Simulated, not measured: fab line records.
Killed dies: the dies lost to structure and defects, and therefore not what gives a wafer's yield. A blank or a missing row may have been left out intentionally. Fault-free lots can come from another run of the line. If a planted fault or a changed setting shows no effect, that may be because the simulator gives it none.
One fault seen from 2 desks    flow sky130    each desk holds nothing but its own numbers, with what lay behind them at the end

## FROM THE METROLOGY DESK
Means of the sampled wafers that have a number, per lot and without regard to the tool the lot ran on: this is what the gauges read. If a lot's mean is further than 4 standard deviations from the usual mean, the lot is out of limits and carries the mark OUT (the distance appears in the brackets).
Columns: A = POLY_GATE_TW at SKY_RES_PROTECT_TW_MEAS_08, usual 3977; B = POLY_GATE_CVD_03_THK at SKY_POLY_GATE_THK_MEAS_04, usual 75.0 nm; C = SD_N_OVL at SKY_SD_N_OVL_MEAS_08, usual 0.1 nm; D = SD_N_TW at SKY_SD_N_TW_MEAS_12, usual 3922; E = SD_N_RS at SKY_SD_N_RS_MEAS_16, usual 68.63 ohm/sq
lot   first seen here  A     B     C     D                E
L794  day 16 10:11     3991  74.1  -2.3  3949             68.55
L795  day 16 13:20     4003  74.7  0.2   3910             68.72
L796  day 16 17:09     3996  73.7  -0.7  3909             68.52
L798  day 17 10:19     3969  75.5  -0.4  3971             68.73
L805  day 20 14:42     3976  74.8  -0.9  4126 (+8.5) OUT  61.69 (-69) OUT
L808  day 20 21:53     3947  75.6  -0.7  4107 (+7.7) OUT  61.67 (-70) OUT
L809  day 21 05:02     3998  74.5  -0.7  3912             68.68
L811  day 22 00:02     3974  75.8  2.6   3938             68.67
L812  day 22 04:58     4007  74.4  -0.4  3891             68.61
L813  day 22 15:11     3954  73.8  -1.0  3893             68.49
L814  day 22 20:05     4012  75.2  -2.0  3888             68.66
This desk's result: L805, L808 out of limits, first on L805 (SD_N_TW at SKY_SD_N_TW_MEAS_12), day 32 23:29. In limits: L794, L795, L796, L798, L809, L811, L812, L813, L814.

## AT THE TOOL OWNER'S DESK: implanter-02
The tool's own readings at SKY_SD_N_IMPLANT_09: means of the sampled wafers that have a number, for each lot that ran on this tool. If a lot's mean is further than 4 standard deviations from the usual mean, the lot is out of limits and carries the mark OUT (the distance appears in the brackets).
Columns: A = beam-energy-keV at SKY_SD_N_IMPLANT_09, usual 50.000
lot   first seen here  A
L794  day 29 00:43     49.990
L795  day 29 06:38     50.022
L805  day 32 23:07     60.950 (+99 or more) OUT
L808  day 33 07:26     60.947 (+99 or more) OUT
Finding of this desk: L805, L808 out of limits; the first was L805 at day 32 23:07, on beam-energy-keV at SKY_SD_N_IMPLANT_09. In limits: L794, L795.

## ALL TOGETHER
On L805, L808, at day 32 23:07, an alarm was possible from the tool owner's desk.
On L805, L808, the metrology desk was in a position to raise an alarm at day 32 23:29.
All the named lots went through SKY_SD_N_IMPLANT_09 on implanter-02.

## WHAT HAD BEEN PUT IN BY THE SIMULATOR
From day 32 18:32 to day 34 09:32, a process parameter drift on implanter-02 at SKY_SD_N_IMPLANT_09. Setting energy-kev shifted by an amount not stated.
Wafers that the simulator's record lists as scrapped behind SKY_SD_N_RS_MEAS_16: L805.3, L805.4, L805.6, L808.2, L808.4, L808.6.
Lots struck among those shown: L805, L808.
Counting hours from when the fault started, the first reading out of limits came at 5 for the tool owner's desk and at 5 for the metrology desk.
